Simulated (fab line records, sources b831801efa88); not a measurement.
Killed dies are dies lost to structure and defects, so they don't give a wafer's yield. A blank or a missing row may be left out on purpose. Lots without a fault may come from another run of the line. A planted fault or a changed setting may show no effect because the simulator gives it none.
One fault seen from 2 desks | flow gf180mcu | each desk has only its own numbers; what lay behind them comes last

THE METROLOGY DESK
What the gauges read, lot by lot, whatever tool the lot ran on: means of the sampled wafers that have a number. A lot is out of limits, marked OUT, if its mean lies more than 4 standard deviations from the usual mean; the brackets give that distance.
Columns: A = cd_nm at GF_V5_CD_MEAS_14, usual 259.7 nm; B = TOP_METAL_ALCU_RS at GF_TOP_METAL_RS_MEAS_05, usual 0.0327 ohm/sq; C = TOP_METAL_ALCU_THK at GF_TOP_METAL_THK_MEAS_06, usual 897 nm
lot  | first seen here | A     | B                 | C
L882 | day 27 05:53    | 260.4 | 0.0328            | 898
L885 | day 28 08:22    | 260.6 | 0.0321            | 915
L886 | day 28 12:10    | 258.6 | 0.0330            | 888
L892 | day 30 19:16    | 258.3 | 0.0345 (+5.7) OUT | 852 (-4.9) OUT
L894 | day 31 04:40    | 259.7 | 0.0342 (+4.8) OUT | 856 (-4.5) OUT
L897 | day 32 00:01    | 258.0 | 0.0330            | 887
L900 | day 32 13:37    | 262.1 | 0.0330            | 893
L902 | day 33 07:41    | 260.3 | 0.0329            | 896
L903 | day 33 08:01    | 260.0 | 0.0331            | 886
L904 | day 33 17:53    | 259.1 | 0.0324            | 906
This desk's finding: out of limits on L892, L894; first on L892, day 30 21:02 (TOP_METAL_ALCU_RS at GF_TOP_METAL_RS_MEAS_05). In limits: L882, L885, L886, L897, L900, L902, L903, L904.

THE TOOL OWNER'S DESK: pvd_sputter-04
The tool's own readings at GF_TOP_METAL_SPUTTER_02 (material AlCu, target thk 900 nm, time 47.82 s): means of the sampled wafers that have a number, for each lot that ran on this tool. A lot is out of limits, marked OUT, if its mean lies more than 4 standard deviations from the usual mean; the brackets give that distance.
Columns: A = throttle_valve_pct at GF_TOP_METAL_SPUTTER_02, usual 29.7 %
lot  | first seen here | A
L882 | day 27 07:35    | 29.4
L886 | day 28 13:51    | 29.5
L892 | day 30 20:55    | 30.0
L894 | day 31 06:46    | 30.3
This desk's finding: nothing out of limits on any of the 4 lots.

PUT TOGETHER
The metrology desk could have raised an alarm at day 30 21:02, on L892, L894.
The tool owner's desk saw nothing out of limits.
The tool owner's desk has L892, L894 on record, within its limits.
Of the lots named, all ran GF_TOP_METAL_SPUTTER_02 on pvd_sputter-04.

WHAT THE SIMULATOR HAD PUT IN
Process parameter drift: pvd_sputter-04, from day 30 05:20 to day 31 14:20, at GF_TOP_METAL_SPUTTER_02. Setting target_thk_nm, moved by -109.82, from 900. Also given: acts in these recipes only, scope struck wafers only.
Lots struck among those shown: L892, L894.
Hours from the fault's start to each desk's first reading out of limits: the metrology desk, 16.
